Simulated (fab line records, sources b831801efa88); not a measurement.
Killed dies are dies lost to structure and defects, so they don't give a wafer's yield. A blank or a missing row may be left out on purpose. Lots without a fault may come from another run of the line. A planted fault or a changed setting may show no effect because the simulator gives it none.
Which tool did it? | flow sky130 | 14 lots, 42 wafers sampled, at 3 steps of a route of 708

WHAT THE GAUGES READ, wafer by wafer
SKY_VT_ADJUST_HVTR_CD_MEAS_07: target cd 380 nm.
lot  | measured     | on        | cd_nm (nm)
L286 | day 9 19:23  | cd_sem-01 | 378.6 376.9 380.3
L288 | day 10 01:56 | cd_sem-01 | 377.4 379.7 379.5
L290 | day 11 01:27 | cd_sem-01 | 385.9 385.3 384.6
L291 | day 11 08:18 | cd_sem-02 | 379.7 379.5 378.1
L292 | day 11 10:45 | cd_sem-02 | 380.2 378.1 378.7
L293 | day 11 15:52 | cd_sem-02 | 383.4 381.1 381.0
L297 | day 12 21:08 | cd_sem-01 | 382.1 379.0 381.2
L299 | day 13 21:28 | cd_sem-01 | 378.0 376.3 376.6
L301 | day 14 07:47 | cd_sem-02 | 381.4 378.1 380.3
L304 | day 15 04:22 | cd_sem-01 | 378.9 380.1 380.8
L305 | day 15 13:26 | cd_sem-01 | 381.9 381.3 376.9
L306 | day 15 13:50 | cd_sem-02 | 378.8 376.1 377.2
L307 | day 15 23:31 | cd_sem-02 | 378.0 377.7 378.3
L308 | day 16 10:13 | cd_sem-02 | 384.2 378.8 381.3

SKY_LDD_LDN_OVL_MEAS_07.
lot  | measured     | on         | LDD_LDN_OVL (nm)
L286 | day 23 01:38 | overlay-02 | 1.7 -0.5 0.2
L288 | day 23 08:17 | overlay-01 | 1.6 0.5 0.5
L290 | day 25 14:53 | overlay-02 | 0.2 2.4 3.4
L291 | day 25 14:14 | overlay-02 | -0.5 0.8 0.6
L292 | day 25 15:19 | overlay-02 | 1.3 -0.6 0.5
L293 | day 25 16:27 | overlay-02 | 2.2 2.0 3.2
L297 | day 26 20:39 | overlay-02 | -1.0 1.0 -1.0
L299 | day 28 08:00 | overlay-01 | 1.4 2.4 0.3
L301 | day 28 13:55 | overlay-02 | 1.0 -0.9 2.1
L304 | day 29 10:51 | overlay-02 | 1.2 -0.6 -0.6
L305 | day 29 15:11 | overlay-02 | 1.3 0.5 1.9
L306 | day 29 17:14 | overlay-02 | 0.8 0.0 -0.5
L307 | day 30 03:59 | overlay-02 | 1.3 -0.4 -0.8
L308 | day 30 14:01 | overlay-02 | 0.3 -0.7 -2.2

WHICH TOOL RAN EACH LOT (tool, then ch and the chambers of the sampled wafers, then the start)
lot  | SKY_FIELD_ISO_CMP_27
L286 | cmp-01 ch 0,3, day 2 16:12
L288 | cmp-02 ch 0,1, day 2 23:24
L290 | cmp-01 ch 0,1,3, day 3 14:38
L291 | cmp-01 ch 0,2,3, day 3 18:30
L292 | cmp-02 ch 0,1,3, day 3 22:56
L293 | cmp-01 ch 0,3, day 4 02:54
L297 | cmp-02 ch 2,3, day 4 22:30
L299 | cmp-02 ch 0,2, day 5 13:16
L301 | cmp-02 ch 0,3, day 5 23:07
L304 | cmp-02 ch 0,2,3, day 6 13:17
L305 | cmp-02 ch 0,1,3, day 6 18:40
L306 | cmp-02 ch 0,1,2, day 6 20:54
L307 | cmp-02 ch 1,3, day 7 02:31
L308 | cmp-01 ch 0,1,2, day 7 09:56
- SKY_FIELD_ISO_CMP_27: polishes, stops on Si3N4, t overpolish 16 s, target thk 457.8 nm.

WHAT THE TOOLS THEMSELVES READ (means of the sampled wafers that have a number; where no wafer has one, the mark that the record gives instead)
SKY_FIELD_ISO_CMP_27.
lot  | tool   | motor_current_A (A) | overpolish_run_s (s) | time_to_endpoint_s (s)
L286 | cmp-01 | 13.4                | 16.001               | 111
L288 | cmp-02 | 12.6                | 16.001               | 121
L290 | cmp-01 | 12.6                | 16.004               | 114
L291 | cmp-01 | 12.3                | 15.998               | 114
L292 | cmp-02 | 12.5                | 16.004               | 116
L293 | cmp-01 | 12.1                | 16.005               | 116
L297 | cmp-02 | 12.3                | 15.996               | 108
L299 | cmp-02 | 13.0                | 16.006               | 112
L301 | cmp-02 | 13.2                | 15.998               | 108
L304 | cmp-02 | 13.0                | 15.999               | 110
L305 | cmp-02 | 12.6                | 15.997               | 105
L306 | cmp-02 | 12.6                | 16.002               | 109
L307 | cmp-02 | 11.7                | 16.007               | 109
L308 | cmp-01 | 11.4                | 15.993               | 115

THE ANSWER, worked out from the rows above alone
Rule: what is usual is taken from the lots themselves. Put in order of their means at a reading, lots are off if they are a third of the lots or fewer, leave a main group of 4 or more, and stand apart from it by a gap of 3 or more times the standard deviation of the main group's means; of several such gaps the widest counts. A main group whose means are all the same, to the digits that the tables above print for the reading, isn't used. A lot without any number at a reading at which 4 lots or more have one is off too. The other lots that the step has rows for count as sound. The gauges are gone through in route order, then the tools' own readings, and for those a lot's mean is taken as printed above. The first step at which some lot is off is used, and at that step the reading that is off furthest; a lot without a number counts as furthest.
No lot is off at any reading shown: from this, nothing can be told.

WHAT THE SIMULATOR HAD PUT IN
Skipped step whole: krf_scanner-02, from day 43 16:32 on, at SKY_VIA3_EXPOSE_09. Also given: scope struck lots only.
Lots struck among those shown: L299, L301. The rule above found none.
